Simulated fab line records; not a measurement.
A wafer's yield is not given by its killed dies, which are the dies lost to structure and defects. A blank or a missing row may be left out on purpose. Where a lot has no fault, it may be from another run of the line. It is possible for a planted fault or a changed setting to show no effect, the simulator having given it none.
fab line records    flow gf180mcu
[record] lots = 14  wafers = 42  last-day = 34
route steps=602 shown DUAL_GATE@144 POLY_GATE@167 HV_LDD@234 NSD@241
lots untouched by any fault: they come from a run of this same line in which no faults occurred
start-h: hours from the record's first day to the start of the lot's first wafer shown    wait-h: hours from the lot's prior step to this one    " identical to the entry in the row above    L1.1+2: a row that stands for several wafers    - no value present, or no start provided    * or withheld: withheld    < > ~ a bound
route shown NAME@n: a module of which the file shows steps, and the number in the route of the first    usual: mean and standard deviation over wafers with no fault    same: alike in all rows    chamber/n: place in a boat    sites: per-site readings    _std_site: the values' standard deviation    _edge_site: outer sites' mean less inner sites'    radius-mm: for every site, how far away it sits from the centre of the wafer    mask NAME#n: copy n    behind: tool/chamber where the wafer was last shaped    hold: cause of the lot's hold/its duration in hours/its outcome    device: which transistor (n, p or np) failed to switch    end of line: the tests these same wafers got at the end of their route    for a step that has no rows: nothing shown but its recipe    killed: dies lost to structure and defects at the first sort, not the wafer's yield    map: dies across one wafer; x = killed, . = not, _ = none there
set.NAME: the setting that was run; set.NAME@STEP: the one run at that earlier step    model.NAME: the simulator's own value behind a step, which no gauge read
route steps across a sampled set of lots; one table per step, one row per wafer
services: from which hour (start-h, from the record's first day; less than 0 if before it) a tool's chamber was out of use, for how many hours, and why
[[steps]]
[step GF_DUAL_GATE_THK_MEAS_03]
[recipe] reads = SiO2_of_DUAL_GATE_OXIDATION_02
[usual] DUAL_GATE_OXIDATION_00_THK = 10.82/0.22
lot.wafer  tool           chamber  start-h  wait-h  DUAL_GATE_OXIDATION_00_THK[nm]
L502.2     film-metro-02  -        159.07   0.1     10.41
L502.4     "              -        "        "       10.86
L502.6     "              -        "        "       10.62
L503.2     film-metro-03  -        165.14   0.0     10.96
L503.5     "              -        "        "       11.04
L503.6     "              -        "        "       10.88
L504.2     film-metro-03  -        172.92   0.0     10.94
L504.3     "              -        "        "       10.89
L504.5     "              -        "        "       11.07
L505.3     film-metro-02  -        185.10   0.1     10.85
L505.5     "              -        "        "       10.86
L505.6     "              -        "        "       10.91
L506.2     film-metro-02  -        189.56   0.0     11.12
L506.3     "              -        "        "       11.01
L506.5     "              -        "        "       11.20
L515.2     film-metro-02  -        249.97   0.0     10.72
L515.3     "              -        "        "       10.84
L515.6     "              -        "        "       10.69
L516.1     film-metro-02  -        254.23   0.0     10.68
L516.2     "              -        "        "       10.76
L516.3     "              -        "        "       10.72
L517.1     film-metro-02  -        262.96   0.0     10.92
L517.4     "              -        "        "       10.96
L517.6     "              -        "        "       10.86
L518.2     film-metro-01  -        269.83   0.0     10.95
L518.3     "              -        "        "       10.66
L518.6     "              -        "        "       10.96
L519.1     film-metro-03  -        275.75   0.0     11.11
L519.2     "              -        "        "       11.11
L519.4     "              -        "        "       11.27
L520.3     film-metro-03  -        285.37   0.0     11.07
L520.5     "              -        "        "       10.87
L520.6     "              -        "        "       10.82
L521.1     film-metro-01  -        289.63   0.0     10.75
L521.3     "              -        "        "       10.87
L521.6     "              -        "        "       10.87
L523.3     film-metro-02  -        304.84   0.0     10.96
L523.5     "              -        "        "       10.88
L523.6     "              -        "        "       10.99
L525.1     film-metro-02  -        319.47   0.0     11.02
L525.2     "              -        "        "       11.16
L525.4     "              -        "        "       11.15
[step GF_POLY_GATE_CD_MEAS_10]
[recipe] target-cd-nm = 280
[usual] cd-nm = 280.3/0.92
lot.wafer  tool       chamber  start-h  wait-h  cd-nm
L502.2     cd-sem-01  -        196.26   0.1     279.2
L502.4     "          -        "        "       279.6
L502.6     "          -        "        "       280.8
L503.2     cd-sem-01  -        202.41   0.1     280.1
L503.5     "          -        "        "       281.1
L503.6     "          -        "        "       280.7
L504.2     cd-sem-02  -        210.27   0.1     280.0
L504.3     "          -        "        "       282.1
L504.5     "          -        "        "       281.3
L505.3     cd-sem-02  -        223.29   0.1     280.2
L505.5     "          -        "        "       279.9
L505.6     "          -        "        "       280.8
L506.2     cd-sem-02  -        229.01   0.1     280.3
L506.3     "          -        "        "       280.6
L506.5     "          -        "        "       280.8
L515.2     cd-sem-01  -        291.67   0.1     279.9
L515.3     "          -        "        "       280.3
L515.6     "          -        "        "       279.5
L516.1     cd-sem-02  -        297.07   0.1     279.8
L516.2     "          -        "        "       280.6
L516.3     "          -        "        "       280.3
L517.1     cd-sem-01  -        306.70   0.1     280.5
L517.4     "          -        "        "       281.0
L517.6     "          -        "        "       280.2
L518.2     cd-sem-01  -        313.01   0.1     280.4
L518.3     "          -        "        "       280.4
L518.6     "          -        "        "       280.5
L519.1     cd-sem-02  -        320.80   0.1     281.2
L519.2     "          -        "        "       280.4
L519.4     "          -        "        "       281.0
L520.3     cd-sem-02  -        329.93   0.1     279.3
L520.5     "          -        "        "       279.3
L520.6     "          -        "        "       279.2
L521.1     cd-sem-02  -        336.19   0.1     281.0
L521.3     "          -        "        "       279.7
L521.6     "          -        "        "       280.1
L523.3     cd-sem-01  -        351.01   0.1     281.7
L523.5     "          -        "        "       281.9
L523.6     "          -        "        "       281.8
L525.1     cd-sem-01  -        366.99   0.1     280.8
L525.2     "          -        "        "       281.7
L525.4     "          -        "        "       280.0
[step GF_HV_LDD_ETCHBACK_58]
[recipe] chemistry = CH3F/O2  target = Si3N4  stop-on = SiO2  source-w = 400  bias-w = 80  pressure-mtorr = 25  ch3f-flow-sccm = 40  O2_flow_sccm = 30  time-s = 100  target-depth-a = 900
[usual] drypump-motor-current-A = 5.4/0.44  oes-product-au = 0.842/0.0062  rf-fwd-power-W = 397.6/1.2  throttle-valve-pct = 10.560/0.0087
lot.wafer  tool         chamber  start-h  wait-h  drypump-motor-current-A  oes-product-au  rf-fwd-power-W  rf-hours-counter-h  throttle-valve-pct
L502.2     rie-diel-02  2        275.93   0.0     5.1                      0.842           398.1           46                  10.542
L502.4     "            0        "        "       5.5                      0.835           398.7           16                  10.557
L502.6     "            2        "        "       5.1                      0.834           398.0           -                   10.553
L503.2     rie-diel-02  2        285.49   0.0     5.1                      0.840           398.1           46                  10.547
L503.5     "            0        "        "       5.5                      0.841           398.5           -                   10.556
L503.6     "            3        "        "       4.7                      0.837           399.9           -                   10.563
L504.2     rie-diel-01  1        294.29   0.0     5.3                      0.838           395.7           0                   10.568
L504.3     "            2        "        "       5.6                      0.849           396.8           53                  10.567
L504.5     "            3        "        "       5.5                      0.845           399.7           -                   10.549
L505.3     rie-diel-02  3        305.52   0.0     4.7                      0.849           396.6           66                  10.568
L505.5     "            3        "        "       4.7                      0.849           397.8           -                   10.559
L505.6     "            0        "        "       5.5                      0.853           400.3           -                   10.564
L506.2     rie-diel-02  3        315.05   0.0     4.7                      0.844           396.5           66                  10.543
L506.3     "            2        "        "       5.1                      0.847           396.2           47                  10.568
L506.5     "            0        "        "       5.6                      0.839           399.4           -                   10.572
L515.2     rie-diel-01  0        383.43   0.0     6.5                      0.841           396.7           5                   10.565
L515.3     "            1        "        "       5.3                      0.846           395.8           2                   10.566
L515.6     "            1        "        "       5.3                      0.842           395.4           -                   10.565
L516.1     rie-diel-02  2        391.69   0.1     5.1                      0.844           397.9           49                  10.566
L516.2     "            3        "        "       4.7                      0.832           396.6           68                  10.563
L516.3     "            1        "        "       5.0                      0.842           396.2           2                   10.577
L517.1     rie-diel-01  3        402.18   0.1     5.5                      0.846           396.8           6                   10.554
L517.4     "            2        "        "       5.6                      0.843           397.5           56                  10.560
L517.6     "            2        "        "       5.6                      0.842           396.9           -                   10.558
L518.2     rie-diel-02  1        409.24   0.0     5.0                      0.848           397.9           2                   10.569
L518.3     "            0        "        "       5.6                      0.842           399.0           20                  10.560
L518.6     "            2        "        "       5.1                      0.850           397.1           -                   10.580
L519.1     rie-diel-01  1        417.85   0.1     5.3                      0.842           395.5           3                   10.570
L519.2     "            0        "        "       6.5                      0.842           398.6           6                   10.568
L519.4     "            0        "        "       6.5                      0.848           397.9           -                   10.570
L520.3     rie-diel-01  0        427.42   0.0     6.5                      0.852           395.8           6                   10.552
L520.5     "            3        "        "       5.5                      0.847           396.6           -                   10.549
L520.6     "            0        "        "       6.5                      0.857           398.0           -                   10.565
L521.1     rie-diel-02  3        435.62   0.1     4.7                      0.839           397.2           70                  10.565
L521.3     "            1        "        "       5.0                      0.831           398.2           3                   10.565
L521.6     "            2        "        "       5.1                      0.836           397.9           -                   10.568
L523.3     rie-diel-01  1        452.54   0.0     5.3                      0.835           396.9           4                   10.558
L523.5     "            2        "        "       5.6                      0.838           397.5           -                   10.563
L523.6     "            1        "        "       5.3                      0.835           395.5           -                   10.548
L525.1     rie-diel-02  2        468.00   0.1     5.1                      0.839           399.9           52                  10.544
L525.2     "            3        "        "       4.7                      0.832           399.1           70                  10.567
L525.4     "            0        "        "       5.5                      0.843           397.2           22                  10.559
[step GF_NSD_DEVELOP_06]
[recipe] develop-time-s = 60  dev-temp-c = 23
lot.wafer   tool            chamber  start-h  wait-h
L502.2+4+6  litho-track-04  0        296.09   0.1
L503.2+5+6  litho-track-04  0        305.59   0.1
L504.2+3+5  litho-track-01  0        314.12   0.1
L505.3+5+6  litho-track-04  0        326.62   0.1
L506.2+3+5  litho-track-04  0        336.69   0.1
L515.2+3+6  litho-track-01  0        406.62   0.1
L516.1+2+3  litho-track-01  0        415.24   0.1
L517.1+4+6  litho-track-02  0        425.57   0.1
L518.2+3+6  litho-track-04  0        433.79   0.1
L519.1+2+4  litho-track-04  0        442.12   0.1
L520.3+5+6  litho-track-04  0        451.97   0.1
L521.1+3+6  litho-track-04  0        460.37   0.1
L523.3+5+6  litho-track-04  0        477.07   0.1
L525.1+2+4  litho-track-04  0        492.82   0.1
[step GF_NSD_CD_MEAS_07]
[recipe] target-cd-nm = 400
[usual] cd-nm = 399.8/2
lot.wafer  tool       chamber  start-h  wait-h  cd-nm
L502.2     cd-sem-01  -        296.24   0.1     400.3
L502.4     "          -        "        "       401.7
L502.6     "          -        "        "       400.5
L503.2     cd-sem-01  -        305.74   0.1     398.3
L503.5     "          -        "        "       396.6
L503.6     "          -        "        "       396.3
L504.2     cd-sem-02  -        314.26   0.1     396.4
L504.3     "          -        "        "       396.6
L504.5     "          -        "        "       397.3
L505.3     cd-sem-02  -        326.76   0.1     397.9
L505.5     "          -        "        "       418.7
L505.6     "          -        "        "       397.4
L506.2     cd-sem-02  -        336.90   0.2     415.3
L506.3     "          -        "        "       397.5
L506.5     "          -        "        "       417.7
L515.2     cd-sem-02  -        406.76   0.1     395.8
L515.3     "          -        "        "       396.4
L515.6     "          -        "        "       396.7
L516.1     cd-sem-01  -        415.39   0.1     399.8
L516.2     "          -        "        "       401.2
L516.3     "          -        "        "       400.4
L517.1     cd-sem-01  -        425.72   0.1     398.7
L517.4     "          -        "        "       399.4
L517.6     "          -        "        "       399.5
L518.2     cd-sem-01  -        433.94   0.1     402.2
L518.3     "          -        "        "       404.4
L518.6     "          -        "        "       401.0
L519.1     cd-sem-01  -        442.27   0.1     402.3
L519.2     "          -        "        "       402.6
L519.4     "          -        "        "       402.6
L520.3     cd-sem-01  -        452.11   0.1     402.0
L520.5     "          -        "        "       401.8
L520.6     "          -        "        "       398.5
L521.1     cd-sem-01  -        460.52   0.1     402.5
L521.3     "          -        "        "       399.7
L521.6     "          -        "        "       401.3
L523.3     cd-sem-01  -        477.21   0.1     399.4
L523.5     "          -        "        "       395.6
L523.6     "          -        "        "       398.3
L525.1     cd-sem-01  -        492.97   0.1     398.5
L525.2     "          -        "        "       398.1
L525.4     "          -        "        "       399.7
[[services]]
tool         chamber  start-h  hours  kind
rie-diel-01  1        261.82   -      clean
rie-diel-01  1        261.82   30.3   scheduled-down
rie-diel-01  1        261.82   30.3   vent-cycle
rie-diel-02  -        262.04   0.2    repair
rie-diel-02  1        292.55   -      clean
rie-diel-02  1        292.55   29.7   scheduled-down
rie-diel-02  1        292.55   29.7   vent-cycle
rie-diel-02  -        357.16   0.3    repair
rie-diel-02  -        375.40   0.4    repair
rie-diel-02  1        402.86   6.2    repair
rie-diel-02  3        407.70   2.5    repair
rie-diel-01  3        410.88   11.4   repair
rie-diel-01  1        459.58   10.2   repair
rie-diel-01  -        469.68   1.7    repair
[[key]]
[first-sign] step = GF_NSD_CD_MEAS_07  reading = cd-nm  direction = up  sigmas = 8.7  usual = 399.8  struck = 417.2
effect none on later readings
met-at GF_NSD_DEVELOP_06
struck-lots L505,L506
struck-wafers L505.5,L506.2,L506.5
tester-left-out L505,L506
not-acting-at GF_DUAL_GATE_THK_MEAS_03,GF_POLY_GATE_CD_MEAS_10,GF_HV_LDD_ETCHBACK_58
onset-between 305.59 326.62
[fault] kind = process-parameter-drift  tool = litho-track-04  chamber = -  onset-h = 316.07  steps = GF_NSD_DEVELOP_06  channel = develop-time-s  offset = *  shape = step  end-h = 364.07  scope = struck-wafers-only  acts-in = *  stated = *
// tester-left-out: of these lots the tester's yield and bins aren't shown, on N5 and GAA mostly nor the transistor test; their killed dies are dies lost to structure and defects alone, not to doping, threshold or leakage, so they don't give the yield
